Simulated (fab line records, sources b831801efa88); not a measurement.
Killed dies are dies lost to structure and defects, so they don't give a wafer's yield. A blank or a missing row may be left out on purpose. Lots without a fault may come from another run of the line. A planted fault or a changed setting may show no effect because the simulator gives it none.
One fault seen from 2 desks | flow sky130 | each desk has only its own numbers; what lay behind them comes last

THE TOOL OWNER'S DESK: pvd_sputter-01
The tool's own readings at SKY_METAL2_SPUTTER_02 (material AlCu, target thk 250 nm, time 13.3 s): means of the sampled wafers that have a number, for each lot that ran on this tool. A lot is out of limits, marked OUT, if its mean lies more than 4 standard deviations from the usual mean; the brackets give that distance.
Columns: A = chamber_pressure_pa at SKY_METAL2_SPUTTER_02, usual 0.4001 Pa; B = throttle_valve_pct at SKY_METAL2_SPUTTER_02, usual 29.9 %
lot  | first seen here | A      | B
L657 | day 35 13:23    | 0.3999 | 29.9
L671 | day 39 15:49    | 0.3991 | 30.1
L674 | day 40 11:59    | 0.3998 | 30.9
L676 | day 40 17:41    | 0.4001 | 30.1
This desk's finding: nothing out of limits on any of the 4 lots.

THE METROLOGY DESK
What the gauges read, lot by lot, whatever tool the lot ran on: means of the sampled wafers that have a number. A lot is out of limits, marked OUT, if its mean lies more than 4 standard deviations from the usual mean; the brackets give that distance.
Columns: A = METAL2_ALCU_RS at SKY_METAL2_RS_MEAS_05, usual 0.1258 ohm/sq; B = METAL2_ALCU_THK at SKY_METAL2_THK_MEAS_06, usual 251.9 nm
lot  | first seen here | A                 | B
L657 | day 35 13:31    | 0.1120 (-9.9) OUT | 283.6 (+11) OUT
L661 | day 36 20:23    | 0.1252            | 252.9
L665 | day 38 00:49    | 0.1265            | 250.0
L669 | day 39 01:27    | 0.1263            | 250.8
L670 | day 39 12:25    | 0.1228            | 257.6
L671 | day 39 15:55    | 0.1252            | 254.2
L673 | day 40 05:47    | 0.1284            | 248.4
L674 | day 40 12:05    | 0.1252            | 255.5
L676 | day 40 17:46    | 0.1260            | 252.8
This desk's finding: out of limits on L657; first on L657, day 35 13:31 (METAL2_ALCU_RS at SKY_METAL2_RS_MEAS_05). In limits: L661, L665, L669, L670, L671, L673, L674, L676.

PUT TOGETHER
The metrology desk could have raised an alarm at day 35 13:31, on L657.
The tool owner's desk saw nothing out of limits.
The tool owner's desk has L657 on record, within its limits.
Of the lots named, all ran SKY_METAL2_SPUTTER_02 on pvd_sputter-01.

WHAT THE SIMULATOR HAD PUT IN
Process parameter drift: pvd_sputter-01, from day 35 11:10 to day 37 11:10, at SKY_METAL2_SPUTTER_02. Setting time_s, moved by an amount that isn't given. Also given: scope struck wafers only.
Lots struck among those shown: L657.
Hours from the fault's start to each desk's first reading out of limits: the metrology desk, 2.
